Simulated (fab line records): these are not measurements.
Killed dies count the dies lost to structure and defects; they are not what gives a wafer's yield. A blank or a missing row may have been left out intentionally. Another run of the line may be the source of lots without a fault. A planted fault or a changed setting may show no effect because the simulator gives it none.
The tool behind it: which one? :: flow sky130 :: 36 wafers sampled from 12 lots at 1 step of a route of 708

## WHAT THE GAUGES SHOWED, per wafer
SKY_CAPM_OVL_MEAS_12.
lot: L077
measured: day 38 21:55
on: overlay-01
CAPM_OVL (nm): 1.4 0.5 2.2

lot: L076
measured: day 38 23:21
on: overlay-01
CAPM_OVL (nm): 3.3 2.1 1.1

lot: L079
measured: day 39 03:31
on: overlay-02
CAPM_OVL (nm): 2.8 2.0 2.2

lot: L081
measured: day 39 16:49
on: overlay-02
CAPM_OVL (nm): -2.0 -1.0 -1.2

lot: L084
measured: day 40 14:25
on: overlay-02
CAPM_OVL (nm): 0.0 0.0 -0.3

lot: L085
measured: day 40 17:34
on: overlay-02
CAPM_OVL (nm): 1.6 -0.8 1.7

lot: L088
measured: day 42 08:12
on: overlay-02
CAPM_OVL (nm): -1.5 -1.2 -1.0

lot: L090
measured: day 42 19:03
on: overlay-02
CAPM_OVL (nm): 0.9 1.4 0.9

lot: L092
measured: day 43 02:47
on: overlay-02
CAPM_OVL (nm): 0.4 -0.5 0.9

lot: L093
measured: day 43 09:41
on: overlay-01
CAPM_OVL (nm): -1.5 -0.9 -0.6

lot: L095
measured: day 44 01:52
on: overlay-01
CAPM_OVL (nm): 2.1 2.1 1.3

lot: L097
measured: day 44 12:28
on: overlay-02
CAPM_OVL (nm): 1.5 -1.5 -0.8

## WHICH TOOL RAN EACH LOT (tool, then ch and the chambers of the sampled wafers, then the start)
The record holds no process step before these readings.

## THE ANSWER, worked out from the rows above alone
Rule: the lots themselves supply what counts as usual. Put in order of their means at a reading, lots are off if they are a third of the lots or fewer, leave a main group of 4 or more, and stand apart from it by a gap of 3 or more times the standard deviation of the main group's means; of several such gaps the widest counts. A main group whose means are all the same, to the digits that the tables above print for the reading, isn't used. A lot without any number at a reading at which 4 lots or more have one is off too. All remaining lots with rows at the step are treated as sound.
No lot is off at any reading shown: from this, nothing can be told.

## WHAT THE SIMULATOR HAD INSERTED
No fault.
